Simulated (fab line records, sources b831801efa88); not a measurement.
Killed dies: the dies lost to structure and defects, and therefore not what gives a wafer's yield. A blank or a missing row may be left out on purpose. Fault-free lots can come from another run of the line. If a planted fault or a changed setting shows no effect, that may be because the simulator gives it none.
Code-filled problem report in 8D (eight disciplines) form || flow gf180mcu || the parts of the form that need people (team, actions taken, sign-off) are left out

## 1. THE PROBLEM
At GF_M1_SPUTTER_01, cathodeDcPowerW averages 10293.8 W over 6 wafers from 2 lots, while fault-free wafers read 6500.1 W, standard deviation 1.3. So: +99 or more standard deviations from the usual mean.
The step: material TiN, target thk 30 nm, time 25 s.
The first sign was on wafer L194.3 at day 18 15:53, on pvdSputter-01. The record has a number at this step for 36 wafers belonging to 12 lots. The rule behind "out" and "out of limits": a value lying over 4 standard deviations away from the usual mean. The other wafers with a number count as sound.

## 2. WHAT THIS IS AND IS NOT
{"question": "which readings at this step", "is": "cathodeDcPowerW", "is not": "chamberPressurePa, throttleValvePct"}
{"question": "which lots", "is": "L194, L195", "is not": "L189, L190, L192, L193, L201, L202, L204, L206, L208, L209"}
{"question": "which wafers of those lots", "is": "all that have a number", "is not": "-"}
{"question": "read on which tools", "is": "pvdSputter-01", "is not": "pvdSputter-03, pvdSputter-04"}
{"question": "when", "is": "from day 18 15:53", "is not": "up to then (12 sound wafers); but 18 sound wafers of L201, L202, L204, L206, L208, L209 came after"}

## 3. SUSPECTS, AND WHAT RULES EACH OUT
Counting: a tool at a process step up to the reading stays a suspect if it ran every lot that is out and no sound lot after the first of them.
- pvdSputter-01 at GF_M1_SPUTTER_01 (material TiN, target thk 30 nm, time 25 s): ruled out as a lasting fault. The sound lots L202, L204, L206 went through it after L194, its earliest lot that is out (day 18 15:53).
Left after counting: nothing in the record.

## 4. THE CAUSE (what the simulator had put in)
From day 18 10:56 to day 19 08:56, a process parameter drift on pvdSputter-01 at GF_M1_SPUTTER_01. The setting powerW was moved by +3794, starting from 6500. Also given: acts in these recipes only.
Counting ruled it out, wrongly.

## 5. THE EFFECT CHAIN, in route order
Each row: a reading whose mean over the struck wafers that have a number lies more than 3 standard deviations from the usual. Only readings whose record carries a usual standard deviation are examined. hours: median over the lots of the time between each lot's start at the first step of this table that gives one and its start at this step. sigmas: the change, counted in usual standard deviations.
{"hours": 0, "step": "GF_M1_SPUTTER_01", "reading": "cathodeDcPowerW", "usual": "6500.1 W", "on struck wafers": 10293.8, "change": "+3793.7", "sigmas": "+99 or more"}
Process steps it contains:
- GF_M1_SPUTTER_01: material TiN, target thk 30 nm, time 25 s.
Later steps that measure or inspect, where all struck wafers having a row at the step show a number for every such reading and not one has moved that far: GF_M1_CD_MEAS_14, GF_M2_RS_MEAS_05.

## 6. HOW IT WOULD HAVE BEEN CAUGHT EARLIER
In this record no reading fell out of limits until day 18 15:53, 5 hours after the fault had begun at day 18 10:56.
